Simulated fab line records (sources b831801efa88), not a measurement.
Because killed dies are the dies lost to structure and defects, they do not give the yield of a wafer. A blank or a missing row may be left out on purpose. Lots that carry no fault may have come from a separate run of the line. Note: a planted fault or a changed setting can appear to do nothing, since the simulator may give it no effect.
A lot that was struck, set against a sound lot -- flow sky130 -- 35 out of 708 route steps
Sound: wafers L144.2, L144.3, L144.6. Struck: wafer L155.4 (L155.2, L155.5, from the same lot, were not struck and are left out); the cause is given at the end.
At each step with rows: each side's tool, then ch and its chambers, then its first start. Under that, the readings that differ: sound wafers -- struck wafers -- difference of the means -- sigmas: that difference in standard deviations of wafers without a fault.
alike: a reading whose means differ by less than 2 such deviations, as well as words and numbers matching on both sides. not compared: withheld readings; readings where some wafer has no value; bounds like >300 that might hide an equal value; numbers whose values overlap and for which the record gives no deviation.
Wherever a step has rows on one side only, a row that says differs or no value, or a row with sigmas, the two part there. Numbers that have no deviation but don't overlap get no sigmas and don't part them. A reading that every wafer of one side lacks parts them only if that side has two wafers or more.

first, 10 steps without rows for these wafers: SKY_METAL3_HMDS_06 (prime time 60 s); SKY_METAL3_COAT_07 (resist thk 60 nm); SKY_METAL3_COAT_08 (resist thk 1140 nm); SKY_METAL3_SOFTBAKE_09 (time 90 s); SKY_METAL3_EXPOSE_10 (exposes mask MM3, target cd 300 nm); SKY_METAL3_PEB_11; SKY_METAL3_DEVELOP_12 (develop time 60 s); SKY_METAL3_DESCUM_15 (chemistry O2, time 8 s); SKY_METAL3_ETCH_16 (etches BARC in N2/H2, stops on SiO2, time 88.2 s, target depth 60 nm); SKY_METAL3_ETCH_17 (etches SiO2 in C4F8/O2/Ar, stops on TiN, time 3.9 s, target depth 15 nm).
SKY_METAL3_METAL_ETCH_18: etches the open film in Cl2/BCl3, stops on SiO2, target depth 845 nm, time 183.1 s.
  sound on rieMetal-02 ch 0,1, day 39 10:07; struck on rieMetal-02 ch 0, day 42 16:52
  alike: drypumpMotorCurrentA, oesProductAu, throttleValvePct
  not compared: rfHoursCounterH
then, 23 steps without rows for these wafers: SKY_METAL3_STRIP_19 (strips in O2/N2); SKY_METAL3_STRIP_20 (strips in post etch residue remover, time 1200 s); SKY_METAL3_CLEAN_21 (cleans in IPA, time 180 s); SKY_METAL3_CLEAN_22 (cleans in O3/DIW); SKY_VIA3_HDPCVD_00 (deposits SiO2, target thk 1635 nm, time 272.5 s); SKY_VIA3_CMP_02 (polishes SiO2); SKY_VIA3_DEHYDRATE_04 (time 60 s); SKY_VIA3_HMDS_05 (prime time 60 s); SKY_VIA3_COAT_06 (resist thk 60 nm); SKY_VIA3_COAT_07 (resist thk 450 nm); SKY_VIA3_SOFTBAKE_08 (time 90 s); SKY_VIA3_EXPOSE_09 (exposes mask VIM3, target cd 200 nm); SKY_VIA3_PEB_10; SKY_VIA3_DEVELOP_11 (develop time 60 s); SKY_VIA3_ETCH_14 (etches BARC in N2/H2, stops on SiO2, time 45.9 s, target depth 60 nm); SKY_VIA3_ETCH_15 (etches SiO2 in C4F8/O2/Ar, stops on TiN, target depth 507 nm, time 78 s); SKY_VIA3_STRIP_16 (strips in O2/N2); SKY_VIA3_STRIP_17 (strips in post etch residue remover, time 1200 s); SKY_VIA3_CLEAN_18 (cleans in IPA, time 180 s); SKY_VIA3_CLEAN_19 (cleans in O3/DIW); SKY_VIA3_SPUTTER_20 (material TiN, target thk 20 nm, time 80 s); SKY_VIA3_CVD_21 (deposits W, target thk 390 nm, time 117.31 s); SKY_VIA3_CMP_24 (polishes, stops on SiO2, t overpolish 20 s, target thk 0 nm).
-- the record jumps here: 7 days lie between the struck wafers' starts before and after (it left off in module VIA3 and takes up again in module PAD_OPEN, whose first step shown is number 708 of the route) --
SKY_PAD_OPEN_PROBE_99:
  sound on prober-02 at day 46 11:31; struck on prober-02 at day 49 05:35
reading,sound,struck,difference,sigmas
defectLimitedYield (%),82.1 81.3 84.1,69.5,-13.0,-6
killed_at_M0_to_M3,48 35 41,96,+55,+8
killedDies,88 92 78,150,+64,+7
sort_bin_3_pad_short (%),1.0 1.0 1.0,5.1,+4.1,+9
sort_bin_5_function (%),9.1 11.2 8.7,16.9,+7.2,+5
sortNPass,404 400 414,342,-64,-7
sortYieldPct (%),82.1 81.3 84.1,69.5,-13.0,-6
model.etest.tester.sortNPass,404 400 414,342,-64,
model.etest.tester.sortYieldPct (%),82.11 81.3 84.15,69.51,-13.01,
model.etest.tester.sort_bin_5_pct (%),9.146 11.18 8.74,16.87,+7.18,
model.etest.tester.sort_bin_3_pct (%),1.016 1.016 1.016,5.081,+4.065,
  alike: killed_at_M4_up, killedAtContacts, killedAtFrontEnd, killedAtOther, killedOpen, killedShort, sort_bin_6_memory

## WHERE THEY PART
SKY_PAD_OPEN_PROBE_99 only, going by this record.

WHY: the cause the simulator had injected
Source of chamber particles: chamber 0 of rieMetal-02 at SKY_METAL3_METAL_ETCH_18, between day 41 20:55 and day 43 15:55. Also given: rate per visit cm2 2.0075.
